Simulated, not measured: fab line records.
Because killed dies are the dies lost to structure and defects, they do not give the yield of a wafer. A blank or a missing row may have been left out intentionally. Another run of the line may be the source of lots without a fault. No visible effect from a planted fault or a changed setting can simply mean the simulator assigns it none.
fab line records ; flow sky130
[record] lots = 10; wafers = 30; last-day = 50
route steps=708 shown VIA1@460 METAL2@485 PAD_OPEN@708
lots with no fault: from the same line, run without faults
start-h: hours from the record's first day to the start of the lot's first wafer shown ; wait-h: hours elapsed since this lot's preceding step ; " the same as in the row above ; L1.1+2: a row that stands for several wafers ; - no value, or no start was given ; * or withheld: withheld ; < > ~ a bound
route shown NAME@n: NAME is a module with steps in the file, n the number in the route of the first one ; usual: average and standard deviation across the fault-free wafers ; same: alike in all rows ; chamber/n: place in a boat ; sites: per-site readings ; _std_site: the values' standard deviation ; _edge_site: mean of outer sites minus mean of inner sites ; radius-mm: how far each site lies from the wafer's centre ; mask NAME#n: copy n ; behind: the tool/chamber that last shaped the wafer ; hold: the reason the lot was held/the length of the hold in hours/how it ended ; device: names the non-switching transistor (n, p or np) ; end of line: tests of these same wafers at the route's end ; a step with no rows: only its recipe ; killed: dies lost to structure and defects at the first sort, not the wafer's yield ; map: a wafer's dies, marking killed ones x, the rest . and places with no die _
set.NAME: the setting the step ran with; set.NAME@STEP: the setting that earlier step ran with ; model.NAME: the simulator's own value behind a step, which no gauge read
a sample of lots followed through the steps of the route, with each step as a table and each wafer as a row
services: from which hour (start-h, from the record's first day; less than 0 if before it) a tool's chamber was out of use, for how many hours, and why
[[steps]]
[step SKY_VIA1_CMP_02]
[recipe] material = SiO2; down-force-psi = 4; platen-rpm = 60; pad-velocity-m-s = 0.94248
[usual] motor-current-A = 11.7/1; platen-rpm = 60.00/0.038
lot.wafer;tool;chamber;start-h;wait-h;motor-current-A;platen-rpm
L343.4;cmp-02;0;760.20;0.0;12.0;59.98
L343.3;cmp-02;2;760.20;0.0;12.0;60.05
L343.5;cmp-02;0;760.20;0.0;11.7;60.03
L344.3;cmp-02;2;774.28;0.0;12.5;60.03
L344.4;cmp-02;1;774.28;0.0;11.2;59.96
L344.6;cmp-02;2;774.28;0.0;12.3;59.99
L347.2;cmp-01;1;813.01;0.1;10.2;59.95
L347.3;cmp-01;2;813.01;0.1;12.4;60.02
L347.4;cmp-01;3;813.01;0.1;13.2;60.02
L349.2;cmp-01;3;817.99;0.0;12.0;60.01
L349.5;cmp-01;3;817.99;0.0;12.3;59.96
L349.6;cmp-01;0;817.99;0.0;9.6;60.00
L351.3;cmp-02;0;832.41;0.1;11.5;60.10
L351.5;cmp-02;2;832.41;0.1;12.1;59.96
L351.6;cmp-02;3;832.41;0.1;11.8;60.02
L352.3;cmp-01;1;833.47;0.0;10.0;60.00
L352.6;cmp-01;1;833.47;0.0;9.9;60.04
L352.5;cmp-01;2;833.47;0.0;13.0;60.05
L356.2;cmp-02;1;869.52;0.1;10.7;60.04
L356.3;cmp-02;3;869.52;0.1;11.9;59.99
L356.6;cmp-02;1;869.52;0.1;12.0;59.97
L358.3;cmp-02;3;879.70;0.2;11.5;59.96
L358.5;cmp-02;0;879.70;0.2;12.1;60.06
L358.6;cmp-02;1;879.70;0.2;11.4;60.04
L360.1;cmp-02;1;897.84;0.1;11.8;60.02
L360.2;cmp-02;0;897.84;0.1;12.0;60.04
L360.6;cmp-02;1;897.84;0.1;11.8;60.04
L366.1;cmp-01;1;935.92;0.2;10.3;59.95
L366.6;cmp-01;2;935.92;0.2;12.8;60.07
L366.5;cmp-01;3;935.92;0.2;12.4;59.97
[step SKY_VIA1_CD_MEAS_12]
[recipe] target-cd-nm = 150
[usual] cd-nm = 149.3/1.7
lot.wafer;tool;chamber;start-h;wait-h;cd-nm
L343.3;cd-sem-02;-;786.35;-;150.1
L343.4;cd-sem-02;-;786.35;-;149.6
L343.5;cd-sem-02;-;786.35;-;150.8
L344.3;cd-sem-02;-;800.82;-;152.2
L344.4;cd-sem-02;-;800.82;-;152.7
L344.6;cd-sem-02;-;800.82;-;153.7
L347.2;cd-sem-01;-;839.47;-;152.1
L347.3;cd-sem-01;-;839.47;-;150.7
L347.4;cd-sem-01;-;839.47;-;151.1
L349.2;cd-sem-01;-;844.28;-;148.5
L349.5;cd-sem-01;-;844.28;-;148.2
L349.6;cd-sem-01;-;844.28;-;146.9
L351.3;cd-sem-01;-;857.92;-;152.1
L351.5;cd-sem-01;-;857.92;-;151.4
L351.6;cd-sem-01;-;857.92;-;151.1
L352.3;cd-sem-01;-;859.49;-;147.8
L352.5;cd-sem-01;-;859.49;-;147.9
L352.6;cd-sem-01;-;859.49;-;149.8
L356.2;cd-sem-01;-;895.68;-;148.9
L356.3;cd-sem-01;-;895.68;-;148.6
L356.6;cd-sem-01;-;895.68;-;146.1
L358.3;cd-sem-02;-;904.70;-;151.7
L358.5;cd-sem-02;-;904.70;-;151.2
L358.6;cd-sem-02;-;904.70;-;150.0
L360.1;cd-sem-02;-;923.40;-;150.0
L360.2;cd-sem-02;-;923.40;-;148.5
L360.6;cd-sem-02;-;923.40;-;147.8
L366.1;cd-sem-02;-;960.65;-;146.6
L366.5;cd-sem-02;-;960.65;-;146.5
L366.6;cd-sem-02;-;960.65;-;146.8
[step SKY_VIA1_STRIP_16]
[recipe] chemistry = O2/N2; power-w = 1400; pressure-mtorr = 1500; platen-temp-c = withheld; o2-flow-sccm = 3000; n2-flow-sccm = 300; overash-fraction = 0.5
[usual] drypump-motor-current-A = 5.30/0.27; oes-product-au = 0.416/0.0047; strip-time-to-endpoint-s = 4.467/0.021
[same] overash-fraction = 0.5
lot.wafer;tool;chamber;start-h;wait-h;drypump-motor-current-A;oes-product-au;rf-hours-counter-h;strip-time-to-endpoint-s
L343.3;plasma-asher-04;1;786.59;0.1;5.36;0.428;-;4.515
L343.4;plasma-asher-04;0;786.59;0.1;5.10;0.421;-;4.483
L343.5;plasma-asher-04;0;786.59;0.1;5.10;0.428;-;4.496
L344.3;plasma-asher-01;0;801.06;0.1;5.42;0.423;-;4.481
L344.4;plasma-asher-01;1;801.06;0.1;4.88;0.415;-;4.481
L344.6;plasma-asher-01;0;801.06;0.1;5.39;0.420;-;4.504
L347.2;plasma-asher-03;1;839.70;0.0;5.70;0.417;71;4.466
L347.3;plasma-asher-03;0;839.70;0.0;5.60;0.411;-;4.473
L347.4;plasma-asher-03;1;839.70;0.0;5.70;0.424;-;4.494
L349.2;plasma-asher-04;1;844.51;0.0;5.37;0.409;10;4.425
L349.5;plasma-asher-04;0;844.51;0.0;5.08;0.416;-;4.473
L349.6;plasma-asher-04;1;844.51;0.0;5.37;0.412;-;4.420
L351.3;plasma-asher-04;1;858.16;0.1;5.39;0.418;-;4.448
L351.5;plasma-asher-04;1;858.16;0.1;5.37;0.421;-;4.459
L351.6;plasma-asher-04;0;858.16;0.1;5.09;0.416;-;4.492
L352.3;plasma-asher-01;0;859.73;0.1;5.45;0.415;-;4.484
L352.5;plasma-asher-01;1;859.73;0.1;4.89;0.425;-;4.483
L352.6;plasma-asher-01;0;859.73;0.1;5.44;0.421;-;4.505
L356.2;plasma-asher-04;0;895.91;0.0;5.12;0.415;15;4.482
L356.3;plasma-asher-04;1;895.91;0.0;5.39;0.419;-;4.490
L356.6;plasma-asher-04;1;895.91;0.0;5.37;0.415;-;4.487
L358.3;plasma-asher-04;1;904.94;0.1;5.34;0.422;-;4.458
L358.5;plasma-asher-04;0;904.94;0.1;5.09;0.412;-;4.480
L358.6;plasma-asher-04;1;904.94;0.1;5.35;0.413;-;4.447
L360.1;plasma-asher-01;0;923.65;0.0;5.46;0.422;109;4.476
L360.2;plasma-asher-01;1;923.65;0.0;4.83;0.418;109;4.482
L360.6;plasma-asher-01;1;923.65;0.0;4.85;0.416;-;4.486
L366.1;plasma-asher-03;1;960.90;0.0;5.69;0.414;83;4.494
L366.5;plasma-asher-03;0;960.90;0.0;5.62;0.421;-;4.488
L366.6;plasma-asher-03;1;960.90;0.0;5.68;0.420;-;4.503
[step SKY_METAL2_SPUTTER_02]
[recipe] material = AlCu; target-thk-nm = 250; power-w = 10600; time-s = 13.3; chamber-pressure-pa = 0.4
[usual] cathode-dc-power-W = 10600/2; chamber-pressure-pa = 0.3999/0.0008; throttle-valve-pct = 30.3/0.95
lot.wafer;tool;chamber;start-h;wait-h;cathode-dc-power-W;chamber-pressure-pa;throttle-valve-pct
L343.3;pvd-sputter-04;-;787.99;0.0;10598;0.4016;31.4
L343.4;pvd-sputter-04;-;787.99;0.0;10596;0.4004;30.1
L343.5;pvd-sputter-04;-;787.99;0.0;10602;0.4001;31.5
L344.3;pvd-sputter-02;-;802.30;0.0;10601;0.3991;29.7
L344.4;pvd-sputter-02;-;802.30;0.0;10600;0.4008;30.7
L344.6;pvd-sputter-02;-;802.30;0.0;10597;0.4016;30.6
L347.2;pvd-sputter-04;-;840.98;0.0;10601;0.3997;31.6
L347.3;pvd-sputter-04;-;840.98;0.0;10599;0.3977;30.0
L347.4;pvd-sputter-04;-;840.98;0.0;10598;0.4006;30.3
L349.2;pvd-sputter-02;-;845.78;0.0;10598;0.4008;30.8
L349.5;pvd-sputter-02;-;845.78;0.0;10598;0.3992;30.8
L349.6;pvd-sputter-02;-;845.78;0.0;10597;0.4006;30.5
L351.3;pvd-sputter-02;-;859.46;0.0;10599;0.3981;29.5
L351.5;pvd-sputter-02;-;859.46;0.0;10596;0.3993;31.2
L351.6;pvd-sputter-02;-;859.46;0.0;10601;0.3998;29.3
L352.3;pvd-sputter-02;-;860.97;0.0;10602;0.3994;29.8
L352.5;pvd-sputter-02;-;860.97;0.0;10599;0.3993;31.3
L352.6;pvd-sputter-02;-;860.97;0.0;10599;0.3993;29.5
L356.2;pvd-sputter-02;-;897.19;0.0;-;-;-
L356.3;pvd-sputter-02;-;897.19;0.0;-;-;-
L356.6;pvd-sputter-02;-;897.19;0.0;-;-;-
L358.3;pvd-sputter-04;-;906.20;0.0;-;-;-
L358.5;pvd-sputter-04;-;906.20;0.0;-;-;-
L358.6;pvd-sputter-04;-;906.20;0.0;-;-;-
L360.1;pvd-sputter-04;-;924.98;0.0;10600;0.3991;29.7
L360.2;pvd-sputter-04;-;924.98;0.0;10601;0.4004;30.5
L360.6;pvd-sputter-04;-;924.98;0.0;10603;0.3981;30.4
L366.1;pvd-sputter-04;-;962.18;0.0;10601;0.4009;29.6
L366.5;pvd-sputter-04;-;962.18;0.0;10600;0.4004;31.4
L366.6;pvd-sputter-04;-;962.18;0.0;10597;0.4004;30.7
[step SKY_METAL2_RS_MEAS_05]
[recipe] thk-meas-gauge = four-point-probe; reads = TiN_of_METAL2_SPUTTER_04+Ti_of_METAL2_SPUTTER_03+AlCu_of_METAL2_SPUTTER_02+TiN_of_METAL2_SPUTTER_01+Ti_of_METAL2_SPUTTER_00
[usual] METAL2_ALCU_RS = 0.1265/0.0013
lot.wafer;tool;chamber;start-h;wait-h;METAL2_ALCU_RS[ohm/sq]
L343.3;film-metro-02;-;788.13;0.1;0.1264
L343.4;film-metro-02;-;788.13;0.1;0.1253
L343.5;film-metro-02;-;788.13;0.1;0.1258
L344.3;film-metro-03;-;802.43;0.1;0.1252
L344.4;film-metro-03;-;802.43;0.1;0.1263
L344.6;film-metro-03;-;802.43;0.1;0.1254
L347.2;film-metro-03;-;841.09;0.0;0.1247
L347.3;film-metro-03;-;841.09;0.0;0.1242
L347.4;film-metro-03;-;841.09;0.0;0.1237
L349.2;film-metro-02;-;845.89;0.0;0.1256
L349.5;film-metro-02;-;845.89;0.0;0.1261
L349.6;film-metro-02;-;845.89;0.0;0.1251
L351.3;film-metro-02;-;859.59;0.1;0.1268
L351.5;film-metro-02;-;859.59;0.1;0.1258
L351.6;film-metro-02;-;859.59;0.1;0.1265
L352.3;film-metro-02;-;861.10;0.1;0.1273
L352.5;film-metro-02;-;861.10;0.1;0.1287
L352.6;film-metro-02;-;861.10;0.1;0.1278
L356.2;film-metro-02;-;897.31;0.0;8.5754
L356.3;film-metro-02;-;897.31;0.0;8.6048
L356.6;film-metro-02;-;897.31;0.0;8.5701
L358.3;film-metro-02;-;906.33;0.1;8.6995
L358.5;film-metro-02;-;906.33;0.1;8.6781
L358.6;film-metro-02;-;906.33;0.1;8.6645
L360.1;film-metro-01;-;925.07;0.0;0.1268
L360.2;film-metro-01;-;925.07;0.0;0.1278
L360.6;film-metro-01;-;925.07;0.0;0.1278
L366.1;film-metro-01;-;962.27;0.0;0.1280
L366.5;film-metro-01;-;962.27;0.0;0.1284
L366.6;film-metro-01;-;962.27;0.0;0.1277
[step SKY_METAL2_THK_MEAS_06]
[recipe] thk-meas-gauge = xrf; reads = AlCu_of_METAL2_SPUTTER_02
[usual] METAL2_ALCU_THK = 255.9/2.8
lot.wafer;tool;chamber;start-h;wait-h;METAL2_ALCU_THK[nm]
L343.3;film-metro-02;-;788.23;0.1;257.6
L343.4;film-metro-02;-;788.23;0.1;261.0
L343.5;film-metro-02;-;788.23;0.1;260.9
L344.3;film-metro-03;-;802.53;0.1;260.7
L344.4;film-metro-03;-;802.53;0.1;258.1
L344.6;film-metro-03;-;802.53;0.1;259.2
L347.2;film-metro-03;-;841.20;0.1;260.2
L347.3;film-metro-03;-;841.20;0.1;260.6
L347.4;film-metro-03;-;841.20;0.1;262.9
L349.2;film-metro-02;-;846.00;0.1;256.6
L349.5;film-metro-02;-;846.00;0.1;256.4
L349.6;film-metro-02;-;846.00;0.1;258.0
L351.3;film-metro-02;-;859.69;0.1;254.0
L351.5;film-metro-02;-;859.69;0.1;257.2
L351.6;film-metro-02;-;859.69;0.1;256.0
L352.3;film-metro-02;-;861.20;0.1;253.6
L352.5;film-metro-02;-;861.20;0.1;250.8
L352.6;film-metro-02;-;861.20;0.1;251.4
L356.2;film-metro-02;-;897.42;0.1;<0.3
L356.3;film-metro-02;-;897.42;0.1;<0.3
L356.6;film-metro-02;-;897.42;0.1;<0.3
L358.3;film-metro-02;-;906.43;0.1;<0.3
L358.5;film-metro-02;-;906.43;0.1;<0.3
L358.6;film-metro-02;-;906.43;0.1;<0.3
L360.1;film-metro-01;-;925.19;0.1;255.4
L360.2;film-metro-01;-;925.19;0.1;253.5
L360.6;film-metro-01;-;925.19;0.1;254.2
L366.1;film-metro-01;-;962.39;0.1;253.0
L366.5;film-metro-01;-;962.39;0.1;252.8
L366.6;film-metro-01;-;962.39;0.1;250.6
[step SKY_PAD_OPEN_PROBE_99]
[usual] defect-limited-yield = 82.5/1.8; killed_at_M0_to_M3 = 43/6.9; killed_at_M4_up = 3.1/1.8; killed-at-contacts = 24/5.1; killed-at-front-end = 15/4.8; killed-at-other = 0.3/0.48; killed-dies = 86/8.9; killed-on-rim = 18/3.8; killed-open = 47/6.8; killed-short = 39/6.3; sort_bin_3_pad_short = 0.8/0.39; sort_bin_5_function = 10.3/1.5; sort_bin_6_memory = 6.3/1.1; sort-n-pass = 406/8.9; sort-yield-pct = 82.5/1.8
[same] gross-dies = 492; killed-at-back-side = 0; sort_bin_4_leakage[%] = 0; sort_bin_8_speed[%] = 0
lot.wafer;tool;chamber;start-h;wait-h;defect-limited-yield[%];killed_at_M0_to_M3;killed_at_M4_up;killed-at-contacts;killed-at-front-end;killed-at-other;killed-dies;killed-on-rim;killed-open;killed-short;sort_bin_3_pad_short[%];sort_bin_5_function[%];sort_bin_6_memory[%];sort-n-pass;sort-yield-pct[%]
L343.3;prober-02;-;1069.25;0.2;83.1;42;8;21;11;1;83;12;52;31;0.8;8.1;7.9;409;83.1
L343.4;prober-02;-;1069.30;0.2;83.3;49;1;18;13;1;82;13;46;36;1.0;9.3;6.3;410;83.3
L343.5;prober-02;-;1069.35;0.2;83.1;38;3;18;24;0;83;17;49;34;0.8;9.3;6.7;409;83.1
L344.3;prober-01;-;1082.04;0.2;86.4;37;3;19;8;0;67;12;28;39;0.4;9.3;3.9;425;86.4
L344.4;prober-01;-;1082.09;0.2;84.6;44;4;16;11;1;76;17;45;31;0.6;8.7;6.1;416;84.6
L344.6;prober-01;-;1082.19;0.2;84.1;44;4;17;13;0;78;17;32;46;0.8;9.6;5.5;414;84.1
L347.2;prober-01;-;1114.75;0.1;79.9;46;3;35;14;1;99;18;48;50;0.8;13.2;6.1;393;79.9
L347.3;prober-01;-;1114.80;0.2;79.9;58;3;27;11;0;99;24;56;43;0.6;13.2;6.3;393;79.9
L347.4;prober-01;-;1114.85;0.2;81.9;45;2;27;14;1;89;27;45;44;1.4;11.2;5.5;403;81.9
L349.2;prober-02;-;1114.83;0.1;82.3;49;3;20;14;1;87;17;48;39;0.8;10.4;6.5;405;82.3
L349.5;prober-02;-;1114.98;0.2;82.7;45;3;26;11;0;85;19;50;33;0.8;9.1;7.3;407;82.7
L349.6;prober-02;-;1115.03;0.2;79.1;45;4;30;24;0;103;20;58;45;1.0;12.4;7.5;389;79.1
L351.3;prober-01;-;1127.38;0.2;81.7;45;7;23;15;0;90;16;44;46;1.0;9.8;7.5;402;81.7
L351.5;prober-01;-;1127.48;0.2;81.9;41;2;25;21;0;89;22;48;40;0.8;10.2;7.1;403;81.9
L351.6;prober-01;-;1127.53;0.2;81.5;43;6;27;15;0;91;17;48;41;0.4;10.8;7.3;401;81.5
L352.3;prober-01;-;1128.32;0.2;86.2;34;3;20;11;0;68;15;47;21;0.4;9.6;3.9;424;86.2
L352.5;prober-01;-;1128.42;0.2;84.1;45;3;21;9;0;78;17;49;29;0.6;8.5;6.7;414;84.1
L352.6;prober-01;-;1128.47;0.2;84.6;46;5;14;11;0;76;17;40;36;0.8;9.8;4.9;416;84.6
L356.2;prober-01;-;1154.38;0.1;0;457;1;16;17;1;492;96;46;30;0.8;94.9;4.3;0;0
L356.3;prober-01;-;1154.43;0.2;0;455;1;18;18;0;492;96;59;38;0.4;94.1;5.5;0;0
L356.6;prober-01;-;1154.58;0.2;0;444;2;33;12;1;492;96;54;37;0.6;92.3;7.1;0;0
L358.3;prober-02;-;1159.67;0.2;0;450;2;27;12;1;492;96;47;37;1.6;94.3;4.1;0;0
L358.5;prober-02;-;1159.77;0.2;0;455;2;14;21;0;492;96;45;33;0.8;92.9;6.3;0;0
L358.6;prober-02;-;1159.82;0.2;0;457;1;22;12;0;492;96;44;39;0.6;93.5;5.9;0;0
L360.1;prober-01;-;1173.85;0.1;84.8;41;2;16;15;1;75;14;43;30;0;11.8;3.5;417;84.8
L360.2;prober-01;-;1173.90;0.1;81.1;47;5;23;18;0;93;23;50;43;0.8;12.4;5.7;399;81.1
L360.6;prober-01;-;1174.10;0.2;86.2;35;2;22;9;0;68;19;37;31;1.0;7.3;5.5;424;86.2
L366.1;prober-01;-;1197.90;0.1;83.7;39;5;19;17;0;80;17;37;41;1.0;8.7;6.5;412;83.7
L366.5;prober-01;-;1198.10;0.2;82.3;36;1;29;21;0;87;23;48;38;0.6;11.2;5.9;405;82.3
L366.6;prober-01;-;1198.15;0.2;84.8;27;3;20;25;0;75;14;43;32;1.0;8.9;5.3;417;84.8
// killed by level:class
L343.3 VIA1:geometric-particle:open=15 LI_CONTACT:geometric-particle:open=8 CONTACT:geometric-particle:open=5 METAL1:geometric-particle:short=5 FIELD_ISO:geometric-particle:open=4 CONTACT:geometric-particle:short=4 METAL2:geometric-particle:short=4 VIA3:geometric-particle:open=4
L343.4 VIA1:geometric-particle:open=11 METAL1:geometric-particle:short=10 CONTACT:geometric-particle:open=7 VIA2:geometric-particle:open=7 FIELD_ISO:geometric-particle:open=6 VIA3:geometric-particle:open=5 METAL2:geometric-particle:short=5 CONTACT:geometric-particle:short=4
L343.5 VIA1:geometric-particle:open=11 FIELD_ISO:geometric-particle:open=8 POLY_GATE:geometric-particle:open=7 VIA3:geometric-particle:open=6 CONTACT:geometric-particle:short=6 METAL1:geometric-particle:short=5 POLY_GATE:geometric-particle:short=4 LI_CONTACT:geometric-particle:open=4
L344.3 METAL1:geometric-particle:short=8 CONTACT:geometric-particle:open=6 METAL2:geometric-particle:short=6 LI_CONTACT:geometric-particle:open=5 VIA3:geometric-particle:open=5 FIELD_ISO:geometric-particle:short=4 VIA3:geometric-particle:short=4 CONTACT:geometric-particle:short=4
L344.4 VIA1:geometric-particle:open=10 VIA2:geometric-particle:open=10 METAL1:geometric-particle:short=9 LI_CONTACT:geometric-particle:open=6 POLY_GATE:geometric-particle:open=4 CONTACT:geometric-particle:short=4 VIA1:geometric-particle:short=4 VIA3:geometric-particle:open=4
L344.6 VIA1:geometric-particle:open=13 METAL2:geometric-particle:short=7 METAL1:geometric-particle:short=6 FIELD_ISO:geometric-particle:short=5 CONTACT:geometric-particle:open=5 VIA3:geometric-particle:short=4 METAL4:geometric-particle:short=4 LI_CONTACT:geometric-particle:open=4
L347.2 CONTACT:geometric-particle:open=15 LI_CONTACT:geometric-particle:open=10 METAL2:geometric-particle:short=10 VIA1:geometric-particle:open=7 METAL1:geometric-particle:short=6 CONTACT:geometric-particle:short=6 VIA3:geometric-particle:open=5 FIELD_ISO:geometric-particle:short=4
L347.3 VIA1:geometric-particle:open=18 LI_CONTACT:geometric-particle:open=9 CONTACT:geometric-particle:open=8 METAL1:geometric-particle:short=8 CONTACT:geometric-particle:short=7 METAL2:geometric-particle:short=7 VIA2:geometric-particle:short=6 VIA1:geometric-particle:short=6
L349.2 VIA2:geometric-particle:open=14 VIA3:geometric-particle:open=9 VIA1:geometric-particle:open=8 LI_CONTACT:geometric-particle:open=5 FIELD_ISO:geometric-particle:open=4 POLY_GATE:geometric-particle:short=4 CONTACT:geometric-particle:open=4 CONTACT:geometric-particle:short=4
L347.4 CONTACT:geometric-particle:open=12 VIA1:geometric-particle:open=12 METAL2:geometric-particle:short=9 LI_CONTACT:geometric-particle:open=7 METAL1:geometric-particle:short=6 POLY_GATE:geometric-particle:short=4 CONTACT:geometric-particle:short=4 VIA1:geometric-particle:short=4
L349.5 VIA1:geometric-particle:open=17 CONTACT:geometric-particle:open=8 METAL2:geometric-particle:short=6 VIA2:geometric-particle:open=6 VIA3:geometric-particle:open=6 LOCAL_INTERCONNECT:geometric-particle:short=5 FIELD_ISO:geometric-particle:short=4 POLY_GATE:geometric-particle:open=4
L349.6 VIA1:geometric-particle:open=11 LI_CONTACT:geometric-particle:open=9 CONTACT:geometric-particle:open=9 FIELD_ISO:geometric-particle:open=8 LOCAL_INTERCONNECT:geometric-particle:short=8 VIA2:geometric-particle:open=7 POLY_GATE:geometric-particle:short=6 VIA1:geometric-particle:short=5
L351.3 VIA1:geometric-particle:open=12 LOCAL_INTERCONNECT:geometric-particle:short=7 POLY_GATE:geometric-particle:short=6 POLY_GATE:geometric-particle:open=6 VIA3:geometric-particle:open=6 CONTACT:geometric-particle:short=5 VIA1:geometric-particle:short=5 CONTACT:geometric-particle:open=4
L351.5 VIA1:geometric-particle:open=13 CONTACT:geometric-particle:open=9 FIELD_ISO:geometric-particle:short=8 VIA3:geometric-particle:open=6 FIELD_ISO:geometric-particle:open=5 METAL2:geometric-particle:short=5 LI_CONTACT:geometric-particle:short=4 LI_CONTACT:geometric-particle:open=4
L351.6 VIA1:geometric-particle:open=16 CONTACT:geometric-particle:open=10 LI_CONTACT:geometric-particle:open=7 VIA1:geometric-particle:short=6 VIA3:geometric-particle:short=6 METAL4:geometric-particle:short=5 VIA2:geometric-particle:open=5 LOCAL_INTERCONNECT:geometric-particle:short=4
L352.3 VIA1:geometric-particle:open=8 CONTACT:geometric-particle:open=8 VIA3:geometric-particle:open=8 VIA2:geometric-particle:open=7 METAL1:geometric-particle:short=5 FIELD_ISO:geometric-particle:open=4 LI_CONTACT:geometric-particle:open=4 CONTACT:geometric-particle:short=3
L352.5 VIA1:geometric-particle:open=14 VIA2:geometric-particle:open=9 CONTACT:geometric-particle:open=7 VIA3:geometric-particle:open=7 LI_CONTACT:geometric-particle:open=5 VIA1:geometric-particle:short=5 METAL1:geometric-particle:short=5 FIELD_ISO:geometric-particle:short=4
L352.6 VIA1:geometric-particle:open=10 CONTACT:geometric-particle:open=7 METAL1:geometric-particle:short=6 FIELD_ISO:geometric-particle:open=5 VIA1:geometric-particle:short=5 METAL3:geometric-particle:short=5 METAL2:geometric-particle:short=5 VIA3:geometric-particle:open=5
L356.2 METAL2:area-sputter=416 VIA1:geometric-particle:open=9 VIA2:geometric-particle:open=9 POLY_GATE:geometric-particle:open=7 LI_CONTACT:geometric-particle:open=6 CONTACT:geometric-particle:open=5 VIA1:geometric-particle:short=5 METAL2:geometric-particle:short=5
L356.3 METAL2:area-sputter=395 VIA1:geometric-particle:open=12 VIA2:geometric-particle:open=11 VIA3:geometric-particle:open=8 POLY_GATE:geometric-particle:short=7 CONTACT:geometric-particle:open=7 METAL1:geometric-particle:short=6 LI_CONTACT:geometric-particle:open=6
L356.6 METAL2:area-sputter=401 CONTACT:geometric-particle:open=15 VIA1:geometric-particle:open=11 VIA2:geometric-particle:open=9 FIELD_ISO:geometric-particle:short=6 LI_CONTACT:geometric-particle:open=6 LOCAL_INTERCONNECT:geometric-particle:short=6 VIA3:geometric-particle:open=5
L358.3 METAL2:area-sputter=408 VIA1:geometric-particle:open=11 LI_CONTACT:geometric-particle:open=9 VIA3:geometric-particle:open=7 CONTACT:geometric-particle:open=6 CONTACT:geometric-particle:short=6 VIA1:geometric-particle:short=6 LOCAL_INTERCONNECT:geometric-particle:short=5
L358.5 METAL2:area-sputter=414 VIA3:geometric-particle:open=9 VIA1:geometric-particle:open=8 CONTACT:geometric-particle:open=7 FIELD_ISO:geometric-particle:open=6 LI_CONTACT:geometric-particle:open=5 METAL2:geometric-particle:short=5 VIA1:geometric-particle:short=5
L358.6 METAL2:area-sputter=409 VIA1:geometric-particle:open=11 VIA2:geometric-particle:open=9 VIA1:geometric-particle:short=8 LI_CONTACT:geometric-particle:open=7 CONTACT:geometric-particle:open=6 METAL3:geometric-particle:short=6 LOCAL_INTERCONNECT:geometric-particle:short=5
L360.1 VIA1:geometric-particle:open=11 VIA3:geometric-particle:open=7 CONTACT:geometric-particle:open=6 VIA2:geometric-particle:open=6 VIA1:geometric-particle:short=5 FIELD_ISO:geometric-particle:open=4 POLY_GATE:geometric-particle:short=4 LI_CONTACT:geometric-particle:short=3
L360.2 VIA1:geometric-particle:open=16 CONTACT:geometric-particle:open=8 VIA2:geometric-particle:open=7 FIELD_ISO:geometric-particle:short=6 METAL1:geometric-particle:short=6 LI_CONTACT:geometric-particle:open=5 CONTACT:geometric-particle:short=5 METAL2:geometric-particle:short=5
L360.6 CONTACT:geometric-particle:open=11 VIA1:geometric-particle:open=7 VIA3:geometric-particle:open=6 LI_CONTACT:geometric-particle:open=5 METAL3:geometric-particle:short=5 CONTACT:geometric-particle:short=4 METAL1:geometric-particle:short=3 VIA2:geometric-particle:open=3
L366.1 METAL2:geometric-particle:short=8 FIELD_ISO:geometric-particle:short=6 VIA3:geometric-particle:open=6 VIA1:geometric-particle:open=6 LI_CONTACT:geometric-particle:open=5 CONTACT:geometric-particle:open=5 VIA2:geometric-particle:open=5 FIELD_ISO:geometric-particle:open=4
L366.5 CONTACT:geometric-particle:open=14 VIA2:geometric-particle:open=9 METAL2:geometric-particle:short=7 CONTACT:geometric-particle:short=6 POLY_GATE:geometric-particle:open=5 POLY_GATE:geometric-particle:short=5 VIA1:geometric-particle:open=5 FIELD_ISO:geometric-particle:open=4
L366.6 LI_CONTACT:geometric-particle:open=9 CONTACT:geometric-particle:open=7 FIELD_ISO:geometric-particle:short=6 POLY_GATE:geometric-particle:open=6 VIA1:geometric-particle:open=6 POLY_GATE:geometric-particle:short=5 FIELD_ISO:geometric-particle:open=4 METAL1:geometric-particle:short=4
[[services]]
tool;chamber;start-h;hours;kind
plasma-asher-04;0;742.75;-;clean
plasma-asher-04;1;742.75;-;clean
pvd-sputter-02;2;743.75;-;consumable-replace:kit
pvd-sputter-02;2;743.75;18.0;scheduled-down
pvd-sputter-02;2;743.75;18.0;vent-cycle
cmp-02;-;744.00;4.0;pm
cmp-02;-;748.00;-;consumable-replace:conditioner
cmp-02;-;748.00;-;consumable-replace:pad
plasma-asher-03;-;750.34;0.6;repair
plasma-asher-01;-;752.36;7.1;repair
plasma-asher-01;-;773.88;0.7;repair
cmp-02;-;777.18;0.8;repair
cmp-02;-;815.35;4.6;pm
cmp-01;-;878.97;6.1;pm
pvd-sputter-04;3;886.68;-;consumable-replace:kit
pvd-sputter-04;3;886.68;18.0;scheduled-down
pvd-sputter-04;3;886.68;18.0;vent-cycle
cmp-01;-;889.05;4.6;repair
plasma-asher-01;-;900.52;4.5;repair
pvd-sputter-04;-;911.31;1.6;repair
cmp-01;-;914.89;4.0;pm
cmp-01;-;923.87;5.3;pm
pvd-sputter-02;1;954.68;-;consumable-replace:kit
pvd-sputter-02;-;955.71;0.5;repair
[[key]]
[first-sign] step = SKY_METAL2_SPUTTER_02; reading = tool-record; direction = missing
[effect] step = SKY_METAL2_RS_MEAS_05; reading = METAL2_ALCU_RS; direction = up; sigmas = 99+; usual = 0.1265; struck = 8.6321
[effect] step = SKY_METAL2_THK_MEAS_06; reading = METAL2_ALCU_THK; direction = down; sigmas = 92; usual = 255.9; struck = <0.3
[effect] step = SKY_PAD_OPEN_PROBE_99; reading = killed_at_M0_to_M3; direction = up; sigmas = 60; usual = 43; struck = 453
[more-kills-born-at] SKY_METAL2_SPUTTER_02@pvd-sputter-04 = 1231; SKY_METAL2_SPUTTER_02@pvd-sputter-02 = 1212
met-at SKY_METAL2_SPUTTER_02
struck-lots L356,L358
later-rows-left-out L356.2,L356.3,L356.6,L358.3,L358.5,L358.6
not-acting-at SKY_VIA1_CMP_02,SKY_VIA1_CD_MEAS_12,SKY_VIA1_STRIP_16
onset-between 860.97 897.19
[fault] kind = skipped-step-whole; tool = pvd-sputter-02,pvd-sputter-04; chamber = -; onset-h = 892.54; steps = SKY_METAL2_SPUTTER_02; scope = struck-lots-only
// later-rows-left-out: the simulator's readings of these wafers behind a module that went badly wrong aren't trusted and aren't shown, but for the sort
